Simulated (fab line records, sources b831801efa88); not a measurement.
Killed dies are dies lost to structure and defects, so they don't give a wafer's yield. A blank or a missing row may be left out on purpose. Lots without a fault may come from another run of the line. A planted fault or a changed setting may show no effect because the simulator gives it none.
fab line records | flow sky130
record lots=5 wafers=15 last_day=49
route steps=708 shown VT_ADJUST_LVTN@111 VT_ADJUST_NCORE@119
lots that met no fault: from a run of the same line without faults
start_h: hours from the record's first day to the start of the lot's first wafer shown | wait_h: hours since the lot's step before | " the same as in the row above | L1.1+2: a row that stands for several wafers | - no value, or no start given | * or withheld: withheld | < > ~ a bound
route shown NAME@n: a module of which the file shows steps, and the number in the route of the first | usual: mean/standard deviation of fault-free wafers | same: alike in all rows | chamber/n: place in a boat | sites: the reading at each site | _std_site: their standard deviation | _edge_site: outer sites' mean less inner sites' | radius_mm: how far each site lies from the wafer's centre | mask NAME#n: copy n | behind: the tool/chamber that last shaped the wafer | hold: why the lot was held/for how many hours/how that ended | device: the transistor (n, p or np) that didn't switch | end of line: the same wafers' tests at the end of the route | a step without rows: its recipe alone | killed: dies lost to structure and defects at the first sort, not the wafer's yield | map: a wafer's dies, x killed, . not, _ none there
set.NAME: the setting as run; set.NAME@STEP: as run at that earlier step | model.NAME: the simulator's own value behind a step, which no gauge read
lots at some steps of the route; a table a step, a row a wafer
services: from which hour (start_h, from the record's first day; less than 0 if before it) a tool's chamber was out of use, for how many hours, and why
## steps
# step SKY_VT_ADJUST_LVTN_SOFTBAKE_14
# recipe temp_c=90 time_s=60 resist=NOVOLAK
# same time_s=60
# columns lot.wafer tool chamber start_h wait_h
L077.1+2+6 litho_track-01 0 178.18 0.1
L080.1+5+6 litho_track-03 0 193.16 0.1
L083.4+5+6 litho_track-01 0 210.11 0.1
L086.1+2+3 litho_track-02 0 238.45 0.1
L088.1+3+6 litho_track-01 0 255.53 0.1
# step SKY_VT_ADJUST_LVTN_EXPOSE_15
# recipe mask_id=HVN_STD_DERIVED na=0.6 source_shape=conventional sigma_outer=0.6 polarization=unpolarized target_cd_nm=600 dose_mj=163
# columns lot.wafer tool chamber start_h wait_h mask
L077.1+2+6 iline_stepper-02 0 - - HVN_STD_DERIVED#0
L080.1+5+6 iline_stepper-02 0 - - HVN_STD_DERIVED#0
L083.4+5+6 iline_stepper-02 0 - - HVN_STD_DERIVED#0
L086.1+2+3 iline_stepper-02 0 - - HVN_STD_DERIVED#0
L088.1+3+6 iline_stepper-01 0 - - HVN_STD_DERIVED#0
# step SKY_VT_ADJUST_LVTN_PEB_16
# recipe temp_c=withheld time_s=* resist=NOVOLAK
# same time_s=*
# columns lot.wafer tool chamber start_h wait_h
L077.1+2+6 litho_track-01 0 - -
L080.1+5+6 litho_track-03 0 - -
L083.4+5+6 litho_track-03 0 - -
L086.1+2+3 litho_track-02 0 - -
L088.1+3+6 litho_track-01 0 - -
# step SKY_VT_ADJUST_LVTN_DEVELOP_17
# recipe resist=NOVOLAK developer=TMAH develop_time_s=60 dev_temp_c=23
# columns lot.wafer tool chamber start_h wait_h
L077.1+2+6 litho_track-01 0 189.23 0.1
L080.1+5+6 litho_track-03 0 203.91 0.1
L083.4+5+6 litho_track-03 0 221.84 0.1
L086.1+2+3 litho_track-02 0 250.55 0.1
L088.1+3+6 litho_track-01 0 268.93 0.1
# step SKY_VT_ADJUST_LVTN_OVL_MEAS_18
# usual VT_ADJUST_LVTN_01_OVL=0.6/1.5
# columns lot.wafer tool chamber start_h wait_h VT_ADJUST_LVTN_01_OVL[nm]
L077.1 overlay-01 - 189.38 0.1 -1.2
L077.2 " - " " -0.8
L077.6 " - " " -1.5
L080.1 overlay-01 - 204.06 0.1 -0.4
L080.5 " - " " 0.2
L080.6 " - " " -1.7
L083.4 overlay-01 - 221.93 0.1 0.6
L083.5 " - " " -0.2
L083.6 " - " " 1.0
L086.1 overlay-02 - 250.70 0.1 -0.5
L086.2 " - " " 0.3
L086.3 " - " " -0.7
L088.1 overlay-02 - 269.08 0.1 1.4
L088.3 " - " " 0.7
L088.6 " - " " 1.2
# step SKY_VT_ADJUST_LVTN_IMPLANT_19
# recipe species=B energy_kev=30 dose_cm2=6.5e+11 tilt_deg=withheld
# usual beam_energy_keV=30.002/0.011 beam_on_s=9.99/0.18
# columns lot.wafer tool chamber start_h wait_h beam_energy_keV beam_on_s
L077.1 implanter-02 0 189.42 0.0 30.002 9.87
L077.2 " 0 " " 30.002 9.98
L077.6 " 0 " " 30.015 9.86
L080.1 implanter-03 0 204.10 0.0 30.005 9.97
L080.5 " 0 " " 30.013 10.27
L080.6 " 0 " " 30.017 9.99
L083.4 implanter-01 0 222.02 0.1 30.014 10.04
L083.5 " 0 " " 30.006 10.12
L083.6 " 0 " " 30.001 9.83
L086.1 implanter-03 0 250.73 0.0 30.007 9.88
L086.2 " 0 " " 29.996 10.09
L086.3 " 0 " " 30.009 9.89
L088.1 implanter-03 0 269.12 0.0 30.005 10.14
L088.3 " 0 " " 29.991 10.21
L088.6 " 0 " " 30.003 9.72
# step SKY_VT_ADJUST_LVTN_STRIP_20
# recipe chemistry=O2/N2 power_w=1400 pressure_mtorr=1500 platen_temp_c=withheld o2_flow_sccm=3000 n2_flow_sccm=300 overash_fraction=0.5
# usual drypump_motor_current_A=5.7/0.46 n2_flow_sccm=300.1/0.89 oes_product_au=0.716/0.0049 strip_time_to_endpoint_s=14.19/0.039
# columns lot.wafer tool chamber start_h wait_h drypump_motor_current_A n2_flow_sccm oes_product_au rf_hours_counter_h strip_time_to_endpoint_s
L077.1 plasma_asher-03 0 189.57 0.1 5.3 300.1 0.722 7 14.18
L077.2 " 1 " " 5.5 298.9 0.711 7 14.15
L077.6 " 0 " " 5.3 299.1 0.709 - 14.15
L080.1 plasma_asher-04 0 204.25 0.1 5.1 300.4 0.714 40 14.13
L080.5 " 1 " " 6.3 299.5 0.714 - 14.21
L080.6 " 0 " " 5.2 301.0 0.709 - 14.18
L083.4 plasma_asher-03 0 222.13 0.1 5.3 300.9 0.716 - 14.23
L083.5 " 1 " " 5.5 300.7 0.708 - 14.27
L083.6 " 0 " " 5.3 300.2 0.716 - 14.25
L086.1 plasma_asher-04 0 250.88 0.1 5.1 299.6 0.719 45 14.23
L086.2 " 1 " " 6.4 300.3 0.716 45 14.17
L086.3 " 0 " " 5.1 300.2 0.716 - 14.17
L088.1 plasma_asher-02 1 269.27 0.1 6.5 300.9 0.725 55 14.18
L088.3 " 0 " " 6.0 299.0 0.718 - 14.25
L088.6 " 0 " " 6.1 301.3 0.716 - 14.22
# step SKY_VT_ADJUST_LVTN_TW_MEAS_21
# usual VT_ADJUST_LVTN_2_TW=188.0/2
# columns lot.wafer tool chamber start_h wait_h VT_ADJUST_LVTN_2_TW
L077.1 film_metro-03 - 189.67 0.1 187.5
L077.2 " - " " 187.1
L077.6 " - " " 188.0
L080.1 film_metro-03 - 204.35 0.1 187.8
L080.5 " - " " 188.2
L080.6 " - " " 188.5
L083.4 film_metro-04 - 222.23 0.1 190.0
L083.5 " - " " 191.4
L083.6 " - " " 190.6
L086.1 film_metro-01 - 250.98 0.1 186.1
L086.2 " - " " 186.0
L086.3 " - " " 186.9
L088.1 film_metro-01 - 269.37 0.1 185.7
L088.3 " - " " 186.4
L088.6 " - " " 185.2
# step SKY_VT_ADJUST_NCORE_DEHYDRATE_00
# recipe temp_c=200 time_s=60
# same time_s=60
# columns lot.wafer tool chamber start_h wait_h
L077.1+2+6 litho_track-04 0 200.33 10.7
L080.1+5+6 litho_track-04 0 215.58 11.2
L083.4+5+6 litho_track-04 0 234.01 11.8
L086.1+2+3 litho_track-04 0 263.48 12.5
L088.1+3+6 litho_track-04 0 281.23 11.9
## services
# columns tool chamber start_h hours kind
implanter-01 - 169.69 5.3 repair
implanter-02 - 187.92 1.2 repair
implanter-03 - 188.27 3.2 repair
iline_stepper-01 - 188.86 18.3 repair
plasma_asher-02 - 197.57 2.1 repair
plasma_asher-03 - 202.30 2.8 pm
plasma_asher-03 - 205.62 3.6 repair
iline_stepper-02 - 218.89 1.6 repair
implanter-01 - 223.64 4.0 repair
iline_stepper-02 - 242.86 4.4 pm
## key
fault none
